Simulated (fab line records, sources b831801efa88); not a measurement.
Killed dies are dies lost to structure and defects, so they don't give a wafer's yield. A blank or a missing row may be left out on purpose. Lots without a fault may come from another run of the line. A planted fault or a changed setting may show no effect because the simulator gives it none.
A struck lot beside a sound one | flow sfq_line | 26 steps out of a route of 325
Sound: wafers L367.3, L367.4, L367.6. Struck: wafers L370.3, L370.5, L370.6. The cause comes at the end.
At each step with rows: each side's tool, then ch and its chambers, then its first start. Under that, the readings that differ: sound wafers | struck wafers | difference of the means | sigmas: that difference in standard deviations of wafers without a fault.
alike: readings whose means differ by less than 2 such deviations, and words and numbers that are the same on both sides. not compared: withheld readings, readings that some wafer has no value for, bounds like >300 that may hide the same value, and numbers for which the record gives no deviation and whose values overlap.
The two part at a step that has a row with sigmas, a row that says differs or no value, or rows on one side only. Numbers that don't overlap but have no deviation are shown without sigmas and don't part them. A reading that every wafer of one side lacks parts them only if that side has two wafers or more.

SFQ_INCOMING_BOW_MEAS_900:
  sound on film_metro-02, day 2 11:02; struck on film_metro-02, day 3 02:02
  alike: INCOMING_BOW
then, 1 step without rows for these wafers: SFQ_TRILAYER_INCOMING_OXIDATION_002 (target thk 500 nm, ox time 4939 s).
SFQ_TRILAYER_L0_DEP_SPUTTER_003: material MoNx KI, target thk 40 nm, time 100 s.
  sound on pvd_sputter-05, day 2 13:29; struck on pvd_sputter-06, day 3 04:29
  alike: throttle_valve_pct
SFQ_L0_RS_MEAS_901: measures by four-point-probe.
  sound on film_metro-03, day 2 13:36; struck on film_metro-02, day 3 04:36
  alike: L0_MONX_KI_RS
SFQ_L0_THK_MEAS_902: measures by xrf.
  sound on film_metro-03, day 2 13:42; struck on film_metro-02, day 3 04:42
  alike: L0_MONX_KI_THK
then, 6 steps without rows for these wafers: SFQ_TRILAYER_L0_LITHO_COAT_010 (resist thk 62 nm); SFQ_TRILAYER_L0_LITHO_COAT_005 (resist thk 600 nm); SFQ_TRILAYER_L0_LITHO_SOFTBAKE_009; SFQ_TRILAYER_L0_LITHO_EXPOSE_006 (exposes mask L0, target cd 2000 nm); SFQ_TRILAYER_L0_LITHO_PEB_008 (peb time 60 s); SFQ_TRILAYER_L0_LITHO_DEVELOP_007 (time 60 s).
SFQ_TRILAYER_L0_BARC_OPEN_METAL_ETCH_010: etches BARC in O2, target depth 125 nm, time 41.7 s.
  sound on rie_metal-03 ch 0,1, day 3 14:26; struck on rie_metal-04 ch 0,1, day 4 09:13
  no value came back on the struck wafers for bias_w (W), chamber_pressure_mTorr (mTorr), drypump_motor_current_A (A), oes_product_au (a.u.); on the sound wafers bias_w (W) reads 79.77 80.01 79.74
  reading                                             | sound             | struck            | difference | sigmas
  model.KrF_of_TRILAYER_L0_LITHO_COAT_005.thk_nm (nm) | 523.4 523.5 523.2 | 574.1 571.3 574.7 | +50.0      |
  not compared: rf_hours_counter_h
SFQ_TRILAYER_L0_ETCH_METAL_ETCH_008: etches MoNx KI in SF6/O2, stops on SiO2, target depth 50 nm, time 25 s.
  sound on rie_metal-03 ch 0,1, day 3 14:29; struck on rie_metal-04 ch 0,1, day 4 09:16
  reading                                             | sound             | struck            | difference | sigmas
  oes_product_au (a.u.)                               | 0.876 0.877 0.877 | 0.379 0.372 0.377 | -0.501     | -82
  model.KrF_of_TRILAYER_L0_LITHO_COAT_005.thk_nm (nm) | 481.2 481 480.9   | 532.4 529.5 532.1 | +50.3      |
  alike: bias_w, chamber_pressure_mTorr, drypump_motor_current_A
  not compared: rf_hours_counter_h
SFQ_TRILAYER_L0_STRIP_STRIP_009: strips in O2.
  sound on rie_metal-03 ch 0,1, day 3 14:43; struck on rie_metal-04 ch 0,1, day 4 09:30
  alike: drypump_motor_current_A, oes_product_au
  not compared: rf_hours_counter_h
then, 1 step without rows for these wafers: SFQ_TRILAYER_L0_STRIP_SOLV_CLEAN_010 (cleans in NMP, time 600 s).
SFQ_TRILAYER_L0_CAP_PECVD_011: deposits SiO2 from SiH4/N2O, time 13.333 s, target thk 60 nm.
  sound on pecvd-03 ch 0,1, day 3 15:18; struck on pecvd-04 ch 0,2, day 4 10:04
  alike: heater_power_w, throttle_valve_pct
then, 3 steps without rows for these wafers: SFQ_TRILAYER_L0_VIA_LITHO_COAT_018 (resist thk 62 nm); SFQ_TRILAYER_L0_VIA_LITHO_COAT_013 (resist thk 650 nm); SFQ_TRILAYER_L0_VIA_LITHO_SOFTBAKE_017.
-- the record jumps here: 3 days lie between the struck wafers' starts before and after --
SFQ_TRILAYER_L0_VIA_LITHO_EXPOSE_014: exposes mask L0V, target cd 700 nm.
  sound on krf_scanner-02 ch 0, day 6 10:47; struck on krf_scanner-02, day 7 10:37
  no value came back on the struck wafers for exposure_dose_mJ_cm2, focus_offset_nm (nm), stage_vel_mm_s (mm/s); on the sound wafers exposure_dose_mJ_cm2 reads 21.375 21.309 21.354
  alike: mask
then, 2 steps without rows for these wafers: SFQ_TRILAYER_L0_VIA_LITHO_PEB_016 (peb time 60 s); SFQ_TRILAYER_L0_VIA_LITHO_DEVELOP_015 (time 60 s).
SFQ_L0V_OVL_MEAS_903:
  sound on overlay-02, day 6 11:53; struck on overlay-02, day 7 11:43
  reading      | sound   | struck | difference                    | sigmas
  L0V_OVL (nm) | -7 0 -3 | - - -  | no value on the struck wafers |
SFQ_TRILAYER_L0_VIA_BARC_OPEN_VIA_ETCH_021: etches BARC in O2, target depth 125 nm, time 41.7 s.
  sound on rie_diel-03 ch 1,2, day 6 11:55; struck on rie_diel-02 ch 1,2,3, day 7 11:44
  alike: bias_w, chamber_pressure_mTorr, drypump_motor_current_A, oes_product_au
  not compared: rf_hours_counter_h
SFQ_TRILAYER_L0_VIA_ETCH_VIA_ETCH_016: etches SiO2 in CHF3, stops on MoNx KI, target depth 80 nm.
  sound on rie_diel-03 ch 1,2, day 6 11:57; struck on rie_diel-02 ch 1,2,3, day 7 11:47
  reading               | sound             | struck            | difference | sigmas
  oes_product_au (a.u.) | 0.847 0.851 0.857 | 0.371 0.375 0.374 | -0.478     | -62
  alike: bias_w, chamber_pressure_mTorr, drypump_motor_current_A
SFQ_TRILAYER_L0_VIA_STRIP_STRIP_017: strips in O2.
  sound on rie_metal-02 ch 0,1, day 6 12:12; struck on rie_metal-03 ch 0,1, day 7 12:02
  alike: drypump_motor_current_A, oes_product_au
  not compared: rf_hours_counter_h

WHERE THEY PART
First at SFQ_TRILAYER_L0_BARC_OPEN_METAL_ETCH_010; last, within this record, at SFQ_TRILAYER_L0_VIA_ETCH_VIA_ETCH_016. Later steps at which nothing parts them and some readings are alike: SFQ_TRILAYER_L0_VIA_STRIP_STRIP_017.

WHY: what the simulator had put in
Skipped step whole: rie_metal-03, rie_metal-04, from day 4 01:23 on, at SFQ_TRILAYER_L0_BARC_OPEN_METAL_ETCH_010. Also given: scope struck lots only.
